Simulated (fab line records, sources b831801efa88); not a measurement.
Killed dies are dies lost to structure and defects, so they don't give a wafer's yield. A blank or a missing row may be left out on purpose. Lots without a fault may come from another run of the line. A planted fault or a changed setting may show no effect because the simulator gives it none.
fab line records | flow gf180mcu
record lots=12 wafers=36 last_day=34
route steps=602 shown PSD@261 NSD@262 M3@424 V3@455 M4@457
lots that met no fault: from a run of the same line without faults
start_h: hours from the record's first day to the start of the lot's first wafer shown | wait_h: hours since the lot's step before | " the same as in the row above | L1.1+2: a row that stands for several wafers | - no value, or no start given | * or withheld: withheld | < > ~ a bound
route shown NAME@n: a module of which the file shows steps, and the number in the route of the first | usual: mean/standard deviation of fault-free wafers | same: alike in all rows | chamber/n: place in a boat | sites: the reading at each site | _std_site: their standard deviation | _edge_site: outer sites' mean less inner sites' | radius_mm: how far each site lies from the wafer's centre | mask NAME#n: copy n | behind: the tool/chamber that last shaped the wafer | hold: why the lot was held/for how many hours/how that ended | device: the transistor (n, p or np) that didn't switch | end of line: the same wafers' tests at the end of the route | a step without rows: its recipe alone | killed: dies lost to structure and defects at the first sort, not the wafer's yield | map: a wafer's dies, x killed, . not, _ none there
set.NAME: the setting as run; set.NAME@STEP: as run at that earlier step | model.NAME: the simulator's own value behind a step, which no gauge read
steps of the route over a sample of lots; a table a step, a row a wafer
services: from which hour (start_h, from the record's first day; less than 0 if before it) a tool's chamber was out of use, for how many hours, and why
## steps
# step GF_PSD_RTA_13
# recipe temp_c=1025 time_s=20 ambient=N2
# usual chamber_o2_ppm=1.996/0.021 lamp_power_pct=32/3.7 run_length_s=48.8/0.59 wafer_temp_C_max=1029.7/1.3
# columns lot.wafer tool chamber start_h wait_h chamber_o2_ppm lamp_power_pct run_length_s wafer_temp_C_max
L370.1 rtp_anneal-02 0 329.80 0.0 1.971 28 48.3 1029.8
L370.2 " 0 " " 1.943 28 48.3 1029.7
L370.4 " 0 " " 1.979 28 48.7 1029.1
L372.1 rtp_anneal-02 0 343.41 0.0 2.002 28 48.8 1028.4
L372.2 " 0 " " 2.010 28 48.5 1027.6
L372.3 " 0 " " 2.009 28 48.6 1027.6
L373.1 rtp_anneal-02 0 349.02 0.0 2.021 28 48.6 1029.0
L373.5 " 0 " " 2.000 28 48.5 1028.1
L373.6 " 0 " " 2.008 28 48.5 1027.8
L374.3 rtp_anneal-02 0 368.60 0.0 2.031 28 48.3 1030.0
L374.5 " 0 " " 2.030 28 48.2 1028.5
L374.6 " 0 " " 2.008 28 48.4 1028.2
L376.1 rtp_anneal-01 0 381.03 0.0 1.979 36 48.7 1029.4
L376.2 " 0 " " 1.996 36 48.7 1032.1
L376.5 " 0 " " 1.982 36 48.7 1030.4
L380.2 rtp_anneal-02 0 422.44 0.0 2.010 28 48.3 1028.6
L380.4 " 0 " " 1.989 28 48.5 1028.9
L380.6 " 0 " " 2.006 28 48.6 1028.6
L381.1 rtp_anneal-02 0 424.83 0.0 1.985 28 57.1 1028.0
L381.4 " 0 " " 1.992 28 57.3 1028.8
L381.6 " 0 " " 1.967 28 57.3 1028.6
L382.2 rtp_anneal-02 0 431.79 0.0 1.981 28 59.3 1028.4
L382.3 " 0 " " 1.982 28 59.4 1028.0
L382.5 " 0 " " 1.960 28 59.2 1029.0
L384.1 rtp_anneal-01 0 465.55 0.0 1.996 36 48.7 1030.0
L384.3 " 0 " " 2.009 36 49.2 1031.0
L384.6 " 0 " " 2.011 36 48.8 1030.0
L387.3 rtp_anneal-01 0 477.25 0.0 1.958 36 48.6 1030.5
L387.4 " 0 " " 1.999 36 48.9 1030.1
L387.5 " 0 " " 1.990 36 48.6 1030.4
L390.1 rtp_anneal-01 0 499.87 0.0 2.007 35 49.0 1029.3
L390.3 " 0 " " 2.017 36 49.0 1029.6
L390.4 " 0 " " 1.982 36 48.7 1028.9
L392.1 rtp_anneal-01 0 513.80 0.0 1.986 36 48.7 1030.6
L392.2 " 0 " " 1.964 36 49.0 1031.3
L392.6 " 0 " " 1.963 36 49.0 1029.9
# step GF_PSD_RS_MEAS_14
# recipe thk_meas_gauge=four-point-probe
# usual NSD_RS=46.41/0.088
# columns lot.wafer tool chamber start_h wait_h NSD_RS[ohm/sq]
L370.1 film_metro-01 - 329.89 0.1 46.35
L370.2 " - " " 46.30
L370.4 " - " " 46.23
L372.1 film_metro-02 - 343.49 0.1 46.41
L372.2 " - " " 46.44
L372.3 " - " " 46.47
L373.1 film_metro-02 - 349.11 0.1 46.36
L373.5 " - " " 46.38
L373.6 " - " " 46.48
L374.3 film_metro-03 - 368.69 0.1 46.48
L374.5 " - " " 46.57
L374.6 " - " " 46.47
L376.1 film_metro-03 - 381.11 0.1 46.47
L376.2 " - " " 46.55
L376.5 " - " " 46.45
L380.2 film_metro-02 - 422.53 0.1 46.49
L380.4 " - " " 46.41
L380.6 " - " " 46.44
L381.1 film_metro-03 - 424.91 0.1 44.34
L381.4 " - " " 44.36
L381.6 " - " " 44.37
L382.2 film_metro-01 - 431.95 0.1 44.39
L382.3 " - " " 44.47
L382.5 " - " " 44.56
L384.1 film_metro-03 - 465.64 0.1 46.40
L384.3 " - " " 46.53
L384.6 " - " " 46.52
L387.3 film_metro-03 - 477.35 0.1 46.49
L387.4 " - " " 46.48
L387.5 " - " " 46.49
L390.1 film_metro-03 - 499.95 0.1 46.24
L390.3 " - " " 46.25
L390.4 " - " " 46.30
L392.1 film_metro-01 - 513.91 0.1 46.32
L392.2 " - " " 46.43
L392.6 " - " " 46.40
# step GF_PSD_RS_MEAS_15
# recipe thk_meas_gauge=four-point-probe
# usual PSD_RS=108.40/0.29
# columns lot.wafer tool chamber start_h wait_h PSD_RS[ohm/sq]
L370.1 film_metro-01 - 330.01 0.1 107.91
L370.2 " - " " 108.03
L370.4 " - " " 108.12
L372.1 film_metro-02 - 343.61 0.1 107.95
L372.2 " - " " 107.96
L372.3 " - " " 108.24
L373.1 film_metro-02 - 349.23 0.1 108.60
L373.5 " - " " 108.31
L373.6 " - " " 108.35
L374.3 film_metro-03 - 368.81 0.1 108.54
L374.5 " - " " 108.84
L374.6 " - " " 108.93
L376.1 film_metro-03 - 381.23 0.1 108.45
L376.2 " - " " 108.26
L376.5 " - " " 108.35
L380.2 film_metro-02 - 422.65 0.1 108.61
L380.4 " - " " 108.52
L380.6 " - " " 108.33
L381.1 film_metro-03 - 425.03 0.1 103.85
L381.4 " - " " 104.14
L381.6 " - " " 103.66
L382.2 film_metro-01 - 432.07 0.1 104.01
L382.3 " - " " 104.10
L382.5 " - " " 104.23
L384.1 film_metro-03 - 465.76 0.1 108.24
L384.3 " - " " 108.26
L384.6 " - " " 108.54
L387.3 film_metro-03 - 477.47 0.1 108.65
L387.4 " - " " 108.65
L387.5 " - " " 108.79
L390.1 film_metro-03 - 500.07 0.1 107.97
L390.3 " - " " 107.61
L390.4 " - " " 107.69
L392.1 film_metro-01 - 514.03 0.1 108.62
L392.2 " - " " 108.20
L392.6 " - " " 108.44
# step GF_M3_OVL_MEAS_15
# usual M3_OVL=0/5.6
# columns lot.wafer tool chamber start_h wait_h M3_OVL[nm]
L370.1 overlay-02 - 505.63 0.1 -9
L370.2 " - " " -3
L370.4 " - " " -9
L372.1 overlay-02 - 517.42 0.1 -9
L372.2 " - " " -3
L372.3 " - " " -4
L373.1 overlay-02 - 522.67 0.1 3
L373.5 " - " " 1
L373.6 " - " " 5
L374.3 overlay-02 - 544.60 0.1 -6
L374.5 " - " " -2
L374.6 " - " " -5
L376.1 overlay-02 - 555.73 0.1 2
L376.2 " - " " -12
L376.5 " - " " 0
L380.2 overlay-01 - 593.47 0.1 5
L380.4 " - " " 9
L380.6 " - " " 12
L381.1 overlay-01 - 596.72 0.1 -5
L381.4 " - " " 1
L381.6 " - " " -1
L382.2 overlay-01 - 601.74 0.1 -5
L382.3 " - " " -1
L382.5 " - " " -3
L384.1 overlay-01 - 630.56 0.1 0
L384.3 " - " " 5
L384.6 " - " " 7
L387.3 overlay-02 - 641.98 0.1 -2
L387.4 " - " " -4
L387.5 " - " " -2
L390.1 overlay-02 - 660.26 0.1 3
L390.3 " - " " 3
L390.4 " - " " 3
L392.1 overlay-01 - 669.96 0.1 -1
L392.2 " - " " 1
L392.6 " - " " 4
# step GF_V3_CMP_26
# recipe stop_on=SiO2 down_force_psi=3.5 platen_rpm=60 t_overpolish_s=15 target_thk_nm=0 pad_velocity_m_s=0.94248
# usual motor_current_A=11.3/1.2 overpolish_run_s=15.000/0.0096 platen_rpm=60.00/0.04 slurry_filter_dp_kPa=13.50/0.13 time_to_endpoint_s=84/3.3
# columns lot.wafer tool chamber start_h wait_h motor_current_A overpolish_run_s platen_rpm slurry_filter_dp_kPa time_to_endpoint_s
L370.4 cmp-02 0 531.51 0.0 11.8 15.000 59.99 13.54 75
L370.1 " 2 " " 13.6 14.993 59.99 13.65 78
L370.2 " 3 " " 10.3 15.003 59.93 13.57 85
L372.1 cmp-01 2 543.14 0.1 10.4 15.002 59.95 13.50 91
L372.3 " 3 " " 10.8 15.006 60.05 13.34 90
L372.2 " 0 " " 12.5 15.009 60.01 13.71 86
L373.1 cmp-02 3 547.86 0.2 10.2 15.010 60.01 13.44 84
L373.5 " 0 " " 11.8 14.986 60.06 13.42 78
L373.6 " 1 " " 10.3 15.007 60.09 13.53 83
L374.3 cmp-02 3 569.07 0.1 10.2 15.002 59.96 13.51 85
L374.5 " 1 " " 10.6 15.004 59.97 13.38 84
L374.6 " 2 " " 14.1 14.994 60.03 13.49 86
L376.2 cmp-01 3 580.15 0.1 10.7 15.006 59.97 13.73 86
L376.1 " 0 " " 12.3 14.996 60.08 13.27 82
L376.5 " 2 " " 10.3 14.993 60.07 13.19 89
L380.4 cmp-01 1 617.07 0.0 11.2 15.006 60.08 13.40 83
L380.2 " 0 " " 12.4 15.013 59.95 13.51 83
L380.6 " 2 " " 10.5 14.991 60.00 13.85 84
L381.1 cmp-02 2 620.45 0.1 13.7 15.011 60.03 13.59 85
L381.4 " 0 " " 11.6 15.008 60.00 13.53 83
L381.6 " 3 " " 9.7 15.017 60.00 13.45 87
L382.2 cmp-01 2 625.06 0.0 10.4 15.013 59.98 13.39 89
L382.3 " 1 " " 10.7 15.006 60.00 13.41 84
L382.5 " 2 " " 10.2 15.011 59.95 13.56 88
L384.1 cmp-01 2 653.06 0.1 10.5 15.013 60.02 13.36 87
L384.3 " 0 " " 12.5 15.006 60.03 13.35 85
L384.6 " 1 " " 10.3 15.002 59.98 13.28 85
L387.4 cmp-02 2 664.19 0.1 13.4 14.989 60.00 13.68 85
L387.3 " 0 " " 11.8 15.005 60.00 13.56 80
L387.5 " 1 " " 10.6 14.998 60.03 13.50 83
L390.4 cmp-01 3 680.92 0.0 11.1 15.006 60.00 13.34 80
L390.1 " 0 " " 12.4 14.993 60.07 13.42 82
L390.3 " 2 " " 10.0 15.009 60.06 13.47 83
L392.2 cmp-02 2 691.65 0.1 14.3 14.995 60.03 13.62 86
L392.1 " 0 " " 12.1 14.996 60.04 13.51 82
L392.6 " 1 " " 10.9 14.997 60.03 13.45 84
# step GF_M4_SPUTTER_01
# recipe material=TiN target_thk_nm=30 power_w=6500 time_s=25 chamber_pressure_pa=0.4
# usual throttle_valve_pct=30.0/0.83
# columns lot.wafer tool chamber start_h wait_h throttle_valve_pct
L370.1 pvd_sputter-02 - 531.91 0.1 30.1
L370.2 " - " " 30.5
L370.4 " - " " 28.4
L372.1 pvd_sputter-03 - 543.54 0.1 29.9
L372.2 " - " " 29.6
L372.3 " - " " 31.2
L373.1 pvd_sputter-02 - 548.11 0.1 29.6
L373.5 " - " " 30.5
L373.6 " - " " 28.7
L374.3 pvd_sputter-03 - 569.37 0.1 29.3
L374.5 " - " " 29.5
L374.6 " - " " 29.7
L376.1 pvd_sputter-01 - 580.45 0.1 30.0
L376.2 " - " " 30.6
L376.5 " - " " 30.6
L380.2 pvd_sputter-03 - 617.47 0.1 31.1
L380.4 " - " " 29.8
L380.6 " - " " 29.7
L381.1 pvd_sputter-02 - 620.85 0.1 30.6
L381.4 " - " " 30.2
L381.6 " - " " 28.5
L382.2 pvd_sputter-01 - 625.46 0.1 31.9
L382.3 " - " " 30.5
L382.5 " - " " 30.3
L384.1 pvd_sputter-03 - 653.41 0.1 29.1
L384.3 " - " " 29.6
L384.6 " - " " 29.2
L387.3 pvd_sputter-03 - 664.54 0.1 29.1
L387.4 " - " " 31.1
L387.5 " - " " 31.0
L390.1 pvd_sputter-03 - 681.32 0.1 30.5
L390.3 " - " " 29.4
L390.4 " - " " 29.9
L392.1 pvd_sputter-01 - 692.00 0.1 30.7
L392.2 " - " " 30.9
L392.6 " - " " 30.3
## services
# columns tool chamber start_h hours kind
pvd_sputter-03 - 338.83 8.3 repair
pvd_sputter-02 - 349.09 4.2 repair
cmp-01 - 362.58 18.1 pm
cmp-02 - 369.81 0.4 repair
cmp-01 - 391.03 1.2 repair
cmp-01 - 392.26 4.7 pm
cmp-02 - 404.13 4.0 pm
cmp-02 - 412.29 1.5 repair
cmp-01 - 445.80 5.2 pm
cmp-02 - 452.74 1.4 repair
cmp-01 - 453.23 1.7 repair
pvd_sputter-02 - 479.58 3.5 repair
pvd_sputter-03 - 485.97 0.5 repair
pvd_sputter-02 - 500.48 1.1 repair
cmp-02 - 500.90 5.3 pm
pvd_sputter-02 - 506.28 4.6 repair
cmp-02 - 506.98 11.1 repair
rtp_anneal-01 - 525.53 5.2 pm
cmp-01 - 553.75 0.6 repair
cmp-02 - 557.88 10.2 repair
cmp-01 - 573.41 4.0 pm
cmp-02 - 580.02 5.0 pm
pvd_sputter-03 - 634.71 5.6 repair
cmp-02 - 654.40 2.6 repair
## key
first_sign step=GF_PSD_RTA_13 reading=run_length_s direction=up sigmas=16 usual=* struck=*
effect step=GF_PSD_RS_MEAS_14 reading=NSD_RS direction=down sigmas=23 usual=46.41 struck=44.41
effect step=GF_PSD_RS_MEAS_15 reading=PSD_RS direction=down sigmas=15 usual=108.40 struck=104.00
met_at GF_PSD_RTA_13
struck_lots L381,L382
tester_left_out L381,L382
not_acting_at GF_M3_OVL_MEAS_15,GF_V3_CMP_26,GF_M4_SPUTTER_01
onset_between 422.44 424.83
fault kind=process_parameter_drift tool=rtp_anneal-02 chamber=- onset_h=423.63 steps=GF_PSD_RTA_13 channel=time_s offset=* shape=step end_h=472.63 acts_in=* stated=*
# tester_left_out: of these lots the tester's yield and bins aren't shown, on N5 and GAA mostly nor the transistor test; their killed dies are dies lost to structure and defects alone, not to doping, threshold or leakage, so they don't give the yield
